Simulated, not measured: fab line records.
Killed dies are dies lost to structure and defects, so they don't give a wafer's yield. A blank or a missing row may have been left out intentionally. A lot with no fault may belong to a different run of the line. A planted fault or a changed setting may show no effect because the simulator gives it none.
Chamber matching | flow sky130 | SKY_VIA1_ETCH_14 on rie diel-04: 4 sister chambers
The step etches BARC in N2/H2, stops on SiO2, time 45.9 s, target depth 60 nm. 16 wafers are shown with their chamber, then 8 later ones without.

WAFERS, EACH WITH ITS CHAMBER
wafer  | chamber | throttle valve pct (%) | oes product au (a.u.)
L359.1 | 1       | 13.210                 | 0.852
L359.2 | 0       | 13.219                 | 0.853
L359.6 | 3       | 13.227                 | 0.854
L360.4 | 2       | 13.217                 | 0.853
L360.5 | 1       | 13.213                 | 0.857
L360.6 | 2       | 13.234                 | 0.854
L367.3 | 0       | 13.217                 | 0.861
L367.4 | 0       | 13.214                 | 0.856
L367.6 | 3       | 13.237                 | 0.857
L369.2 | 3       | 13.232                 | 0.862
L369.4 | 1       | 13.221                 | 0.847
L369.6 | 1       | 13.228                 | 0.858
L371.1 | 3       | 13.212                 | 0.854
L371.4 | 1       | 13.232                 | 0.856
L371.6 | 0       | 13.217                 | 0.852
L372.3 | 3       | 13.228                 | 0.859

SIGNATURES, as means of the wafers listed above
reading            | chamber 0 | chamber 1 | chamber 2 | chamber 3 | scatter within a chamber
throttle valve pct | 13.21675  | 13.22080  | 13.22550  | 13.22720  | 0.00848
oes product au     | 0.85550   | 0.85400   | 0.85350   | 0.85720   | 0.00385
Rule: for a wafer and a chamber, the distance is found by dividing, reading by reading, the gap between the wafer's reading and the chamber's mean by the reading's scatter, squaring, summing and taking the root. The wafer belongs to the nearest chamber; if the next one is less than 2 further off, it can't be placed. The scatter is the square root of a quotient: the sum, over the shown wafers, of each reading's squared deviation from its chamber's mean, divided by wafers minus chambers.

WAFERS WHOSE CHAMBER IS MISSING
wafer  | throttle valve pct (%) | oes product au (a.u.)
L372.5 | 13.218                 | 0.853
L372.6 | 13.218                 | 0.855
L374.2 | 13.218                 | 0.857
L374.4 | 13.226                 | 0.853
L374.5 | 13.224                 | 0.857
L376.1 | 13.221                 | 0.850
L376.2 | 13.219                 | 0.862
L376.6 | 13.228                 | 0.848

THE CHAMBER EACH PASSED THROUGH
wafer  | from the rows above               | in truth
L372.5 | can't be placed: 1 or 0 or 2 or 3 | 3
L372.6 | can't be placed: 0 or 1 or 2 or 3 | 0
L374.2 | can't be placed: 0 or 1 or 3 or 2 | 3
L374.4 | can't be placed: 2 or 1 or 3 or 0 | 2
L374.5 | can't be placed: 3 or 1 or 2 or 0 | 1
L376.1 | can't be placed: 1 or 2 or 0 or 3 | 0
L376.2 | can't be placed: 3 or 0 or 1 or 2 | 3
L376.6 | can't be placed: 2 or 1 or 0 or 3 | 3
Placed correctly: 0 of 8. Cannot be placed on the basis of these rows: 8; the candidates contain the true chamber in 8. Placed wrongly: 0.
